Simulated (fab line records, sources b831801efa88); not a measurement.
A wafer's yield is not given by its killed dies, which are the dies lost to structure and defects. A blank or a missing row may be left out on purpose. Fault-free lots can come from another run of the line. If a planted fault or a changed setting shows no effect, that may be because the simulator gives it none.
Which tool is to blame? ; flow gf180mcu ; 14 lots, 42 wafers sampled, at 4 steps of a route of 602

## WHAT THE GAUGES READ, wafer by wafer
GF_POLY_GATE_OVL_MEAS_11.
lot;measured;on;POLY_GATE_OVL (nm)
L976;day 9 06:47;overlay-01;1 0 0
L977;day 9 11:57;overlay-02;2 -3 7
L978;day 9 17:35;overlay-02;6 -4 2
L980;day 10 06:38;overlay-02;6 2 10
L981;day 10 17:38;overlay-01;-7 0 0
L983;day 11 04:13;overlay-01;-1 4 4
L989;day 12 21:32;overlay-02;7 -2 -3
L990;day 13 06:01;overlay-02;-4 0 -3
L993;day 14 09:24;overlay-01;1 8 3
L994;day 14 14:09;overlay-02;-4 -2 -3
L995;day 14 20:02;overlay-01;-9 -8 -3
L996;day 15 01:11;overlay-01;9 1 5
L997;day 15 10:50;overlay-01;-3 5 3
L999;day 16 03:37;overlay-01;11 10 5

GF_NSD_CD_MEAS_07: the cd target is 400 nm.
lot;measured;on;cd_nm (nm)
L976;day 13 09:34;cd_sem-02;400.6 402.5 402.3
L977;day 13 18:01;cd_sem-02;402.0 400.7 400.3
L978;day 13 22:01;cd_sem-02;399.8 402.1 401.3
L980;day 14 13:04;cd_sem-01;400.0 403.1 400.7
L981;day 15 01:52;cd_sem-01;404.7 403.8 403.1
L983;day 15 15:54;cd_sem-02;403.5 400.8 402.4
L989;day 17 17:01;cd_sem-01;400.3 401.4 400.5
L990;day 18 04:10;cd_sem-02;398.3 398.2 398.3
L993;day 19 11:40;cd_sem-01;397.5 397.6 396.3
L994;day 19 15:01;cd_sem-02;401.0 402.0 401.9
L995;day 19 23:23;cd_sem-02;398.3 400.5 396.8
L996;day 20 02:55;cd_sem-01;398.7 397.7 397.3
L997;day 20 14:16;cd_sem-02;396.6 396.5 396.1
L999;day 21 08:38;cd_sem-01;400.6 402.8 400.3

## EACH LOT AND THE TOOL THAT RAN IT (in order: tool; ch and the chambers of the sampled wafers; start)
lot;GF_LVPWELL_STRIP_10;GF_VT_IMPLANT_IMPLANT_19
L976;plasma_asher-04 ch 0, day 3 21:42;implanter-04 ch 0, day 6 06:12
L977;plasma_asher-03 ch 0,1, day 4 01:24;implanter-02 ch 0, day 6 09:16
L978;plasma_asher-03 ch 0,1, day 4 06:46;implanter-03 ch 0, day 6 16:07
L980;plasma_asher-04 ch 0,1, day 4 17:35;implanter-03 ch 0, day 7 04:48
L981;plasma_asher-02 ch 0,1, day 5 01:28;implanter-03 ch 0, day 7 14:15
L983;plasma_asher-04 ch 0,1, day 5 09:36;implanter-03 ch 0, day 7 23:48
L989;plasma_asher-04 ch 0,1, day 6 19:55;implanter-04 ch 0, day 9 13:39
L990;plasma_asher-03 ch 0,1, day 7 02:17;implanter-04 ch 0, day 9 22:31
L993;plasma_asher-04 ch 0,1, day 7 23:01;implanter-02 ch 0, day 10 19:30
L994;plasma_asher-02 ch 0,1, day 8 02:37;implanter-04 ch 0, day 10 23:17
L995;plasma_asher-02 ch 0,1, day 8 09:37;implanter-02 ch 0, day 11 06:31
L996;plasma_asher-02 ch 0,1, day 8 12:36;implanter-04 ch 0, day 11 10:15
L997;plasma_asher-03 ch 0, day 8 20:39;implanter-03 ch 0, day 11 19:09
L999;plasma_asher-03 ch 0,1, day 9 07:51;implanter-03 ch 0, day 12 09:19
- GF_LVPWELL_STRIP_10: strips in O2/N2.
- GF_VT_IMPLANT_IMPLANT_19

## AS READ BY THE TOOLS THEMSELVES (means over the sampled wafers that have a number; for cases with no such wafer, the mark the record gives instead)
GF_LVPWELL_STRIP_10.
lot;tool;drypump_motor_current_A (A);heater_power_w (W);n2_flow_sccm (sccm);oes_product_au (a.u.);strip_time_to_endpoint_s (s)
L976;plasma_asher-04;4.7;315;300.3;0.721;36.81
L977;plasma_asher-03;6.0;291;299.7;0.727;36.91
L978;plasma_asher-03;5.9;295;300.3;0.724;36.96
L980;plasma_asher-04;4.8;294;299.8;0.722;37.03
L981;plasma_asher-02;5.4;287;299.6;0.722;37.01
L983;plasma_asher-04;4.8;295;299.6;0.721;36.96
L989;plasma_asher-04;5.0;277;299.1;0.721;37.04
L990;plasma_asher-03;6.0;290;300.7;0.719;37.04
L993;plasma_asher-04;4.9;298;300.1;0.725;36.90
L994;plasma_asher-02;5.4;293;300.1;0.723;36.92
L995;plasma_asher-02;6.0;274;299.7;0.724;37.00
L996;plasma_asher-02;5.4;293;300.0;0.723;36.90
L997;plasma_asher-03;6.1;284;300.2;0.718;36.99
L999;plasma_asher-03;5.8;299;299.3;0.721;37.09

GF_VT_IMPLANT_IMPLANT_19.
lot;tool;beam_energy_keV
L976;implanter-04;100.02
L977;implanter-02;100.05
L978;implanter-03;100.03
L980;implanter-03;100.01
L981;implanter-03;96.52
L983;implanter-03;96.57
L989;implanter-04;99.99
L990;implanter-04;99.97
L993;implanter-02;100.03
L994;implanter-04;100.02
L995;implanter-02;100.00
L996;implanter-04;100.03
L997;implanter-03;100.00
L999;implanter-03;100.02

## THE ANSWER, worked out from the rows above alone
Rule: the usual values come from the lots themselves. The widest of any qualifying gaps counts: lots, ordered by their means at a reading, are off when they make up no more than a third of the lots, leave a main group of 4 or more, and stand apart from it by 3 or more times the standard deviation of that group's means. The tables above print the reading to a certain number of digits; a main group whose means all agree to those digits is not used. Also off: a lot with no number at a reading for which 4 or more lots have one. Where the step has rows for the other lots, those lots are counted as sound. After the gauges, taken in route order, come the tools' own readings; for these a lot's mean is taken, as printed above. The first step at which some lot is off is used, and at that step the reading that is off furthest; a lot without a number counts as furthest.
Off, at GF_VT_IMPLANT_IMPLANT_19 on beam_energy_keV: L981, L983. Main group: mean 100.01, sd 0.021.
A tool fits if, at that step or a process step before it, it ran every lot that is off, and no sound lot after the first of them. No candidate that was tried fits.

## WHAT HAD BEEN PUT IN BY THE SIMULATOR
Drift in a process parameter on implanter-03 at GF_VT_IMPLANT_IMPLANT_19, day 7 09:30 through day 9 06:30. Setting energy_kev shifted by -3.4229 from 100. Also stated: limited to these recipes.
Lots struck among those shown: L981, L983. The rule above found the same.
